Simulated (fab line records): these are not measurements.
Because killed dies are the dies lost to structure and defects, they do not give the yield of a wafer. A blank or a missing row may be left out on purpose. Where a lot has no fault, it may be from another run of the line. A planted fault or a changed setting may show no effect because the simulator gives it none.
2 desks looking at one fault / flow sky130 / what lay behind the numbers comes last; until then each desk has only its own

== DESK OF THE TOOL OWNER: cmp-01 ==
The tool's own readings at SKY_CONTACT_CMP_04 (polishes SiO2): means of the sampled wafers that have a number, for each lot that ran on this tool. Marked OUT: a lot whose mean sits more than 4 standard deviations from the usual mean, which makes it out of limits; the brackets give that distance.
Columns: A = head_pressure_psi at SKY_CONTACT_CMP_04, usual 3.999 psi; B = motor_current_A at SKY_CONTACT_CMP_04, usual 11.9 A; C = time_to_endpoint_s at SKY_CONTACT_CMP_04, usual 85 s
lot=L300; first seen here=day 32 08:10; A=4.000; B=11.9; C=86
lot=L301; first seen here=day 32 13:22; A=3.996; B=11.9; C=85
lot=L304; first seen here=day 33 05:23; A=3.688 (-33) OUT; B=10.9; C=91
lot=L314; first seen here=day 36 19:10; A=4.010; B=12.0; C=82
lot=L317; first seen here=day 37 08:43; A=3.997; B=11.2; C=92
lot=L318; first seen here=day 37 13:47; A=3.997; B=12.0; C=88
This desk's finding: out of limits on L304; first on L304, day 33 05:23 (head_pressure_psi at SKY_CONTACT_CMP_04). Within limits: L300, L301, L314, L317, L318.

== FROM THE METROLOGY DESK ==
What the gauges read for every lot (on any tool): the sampled wafers with a number, averaged. Marked OUT: a lot whose mean sits more than 4 standard deviations from the usual mean, which makes it out of limits; the brackets give that distance.
Columns: A = LOCAL_INTERCONNECT_TIN_THK at SKY_LOCAL_INTERCONNECT_THK_MEAS_02, usual 100.9 nm; B = LOCAL_INTERCONNECT_OVL at SKY_LOCAL_INTERCONNECT_OVL_MEAS_12, usual -3 nm
lot=L296; first seen here=day 29 09:01; A=100.1; B=-3
lot=L297; first seen here=day 31 03:22; A=101.1; B=7
lot=L300; first seen here=day 31 03:43; A=101.2; B=-6
lot=L301; first seen here=day 31 09:14; A=100.3; B=-5
lot=L304; first seen here=day 32 01:35; A=100.5; B=-4
lot=L308; first seen here=day 33 19:56; A=100.0; B=-1
lot=L309; first seen here=day 33 21:21; A=102.8; B=-3
lot=L313; first seen here=day 35 10:08; A=101.6; B=-0
lot=L314; first seen here=day 35 15:53; A=101.2; B=-5
lot=L316; first seen here=day 35 21:55; A=100.9; B=-3
lot=L315; first seen here=day 36 01:16; A=102.3; B=3
lot=L317; first seen here=day 36 05:49; A=101.3; B=-4
lot=L318; first seen here=day 36 11:45; A=101.4; B=-11
Result from this desk: across the 13 lots, nothing is out of limits.

== BROUGHT TOGETHER ==
At day 33 05:23, on L304, the tool owner's desk was in a position to raise an alarm.
From the metrology desk's view, nothing was out of limits.
The metrology desk has L304 on record, within its limits.
The lots listed all ran SKY_CONTACT_CMP_04 on cmp-01.

== WHAT HAD BEEN PUT IN BY THE SIMULATOR ==
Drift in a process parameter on cmp-01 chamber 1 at SKY_CONTACT_CMP_04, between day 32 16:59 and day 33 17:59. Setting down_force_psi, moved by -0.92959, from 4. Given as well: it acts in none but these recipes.
Lots struck among those shown: L304.
How many hours passed from the start of the fault until each desk's first out-of-limits reading: the tool owner's desk, 12.
